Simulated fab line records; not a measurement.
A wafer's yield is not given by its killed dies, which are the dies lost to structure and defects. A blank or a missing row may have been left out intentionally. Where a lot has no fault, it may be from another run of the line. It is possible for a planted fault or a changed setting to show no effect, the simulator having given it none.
Struck lot and sound lot, side by side -- flow sky130 -- 15 out of 708 route steps
Sound: wafers L782.1, L782.4, L782.6. Struck: wafers L799.3, L799.4 (left out: L799.1, a lot-mate that was not struck); the cause follows at the end.
Order at every step that has rows: each side's tool, ch and its chambers, its first start. Under that, the readings that differ: sound wafers -- struck wafers -- difference of the means -- sigmas: that difference in standard deviations of wafers without a fault.
alike: readings whose means differ by less than 2 such deviations, and words and numbers that are the same on both sides. not compared: withheld readings, readings that some wafer has no value for, bounds like >300 that may hide the same value, and numbers for which the record gives no deviation and whose values overlap.
The two part at a step that has a row with sigmas, a row that says differs or no value, or rows on one side only. Non-overlapping numbers with no deviation appear without sigmas and do not part them. Lack of a reading on every wafer of one side parts them only where that side has two or more wafers.

SKY_CONTACT_STRIP_19: strips in O2/N2.
  sound on plasma asher-02 ch 0,1, day 32 10:02; struck on plasma asher-03 ch 0,1, day 37 10:56
reading,sound,struck,difference,sigmas
drypump motor current A (A),5.2 4.7 4.7,6.1 5.7,+1.0,+2
  alike: oes product au, strip time to endpoint s
  not compared: rf hours counter h
then, 3 steps without rows for these wafers: SKY_CONTACT_STRIP_20 (strips in post etch residue remover, time 1200 s); SKY_CONTACT_CLEAN_21 (cleans in IPA, time 180 s); SKY_CONTACT_CLEAN_22 (cleans in O3/DIW).
SKY_CONTACT_SPUTTER_23: material TiN, target thk 20 nm, time 80 s.
  sound: pvd sputter-03 at day 32 10:40; struck: pvd sputter-02 at day 37 11:34
  alike: throttle valve pct
SKY_CONTACT_CVD_24: deposits W, target thk 340 nm, time 102.12 s.
  sound on cvd w-02 ch 0, day 32 10:43; struck on cvd w-02 ch 0,1, day 37 11:37
  alike: heater power w
  not compared: since wet clean h
SKY_CONTACT_RS_MEAS_25: measures by four-point-probe.
  sound: film metro-01 at day 32 10:50; struck: film metro-01 at day 37 11:44
  alike: CONTACT_W_RS
SKY_CONTACT_THK_MEAS_26: measures by xrf.
  sound: film metro-01 at day 32 10:57; struck: film metro-01 at day 37 11:51
  alike: CONTACT_W_THK
SKY_CONTACT_CMP_27: polishes, stops on SiO2, t overpolish 15 s, target thk 0 nm.
  sound on cmp-02 ch 0,2,3, day 32 11:07; struck on cmp-02 ch 0,1, day 37 11:55
  alike: motor current A, overpolish run s, time to endpoint s
then, 3 steps without rows for these wafers: SKY_METAL1_SPUTTER_00 (material Ti, target thk 15 nm, time 10 s); SKY_METAL1_SPUTTER_01 (material TiN, target thk 20 nm, time 16.7 s); SKY_METAL1_SPUTTER_02 (material AlCu, target thk 250 nm, time 13.3 s).
SKY_METAL1_SPUTTER_03: material Ti, target thk 5 nm, time 3.3 s.
  sound: pvd sputter-04 at day 32 11:23; struck: pvd sputter-04 at day 37 12:17
reading,sound,struck,difference,sigmas
model.Ti_of_METAL1_SPUTTER_03.thk nm (nm),5.153 5.081 5.012,2.612 2.614,-2.469,
  alike: throttle valve pct
SKY_METAL1_SPUTTER_04: material TiN, target thk 70 nm, time 58.3 s.
  sound: pvd sputter-04 at day 32 11:25; struck: pvd sputter-04 at day 37 12:18
  alike: throttle valve pct
-- the record jumps here: 13 days lie between the struck wafers' starts before and after (it left off in module METAL1 and takes up again in module PAD_OPEN, whose first step shown is number 708 of the route) --
SKY_PAD_OPEN_PROBE_99:
  sound: prober-02 at day 46 07:31; struck: prober-01 at day 50 02:39
reading,sound,struck,difference,sigmas
model.etest.met1.rs ohm sq,0.1291 0.1277 0.1297,0.1266 0.1261,-0.0025,
  alike: defect limited yield, killed_at_M0_to_M3, killed_at_M4_up, killed at contacts, killed at front end, killed at other, killed dies, killed open, killed short, sort_bin_3_pad_short, sort_bin_5_function, sort_bin_6_memory, sort n pass, sort yield pct

WHERE THEY PART
SKY_CONTACT_STRIP_19 only, going by this record. Later steps at which nothing parts them and some readings are alike: SKY_CONTACT_SPUTTER_23, SKY_CONTACT_CVD_24, SKY_CONTACT_RS_MEAS_25, SKY_CONTACT_THK_MEAS_26, SKY_CONTACT_CMP_27, SKY_METAL1_SPUTTER_03, SKY_METAL1_SPUTTER_04, SKY_PAD_OPEN_PROBE_99.

WHY: what the simulator had put in
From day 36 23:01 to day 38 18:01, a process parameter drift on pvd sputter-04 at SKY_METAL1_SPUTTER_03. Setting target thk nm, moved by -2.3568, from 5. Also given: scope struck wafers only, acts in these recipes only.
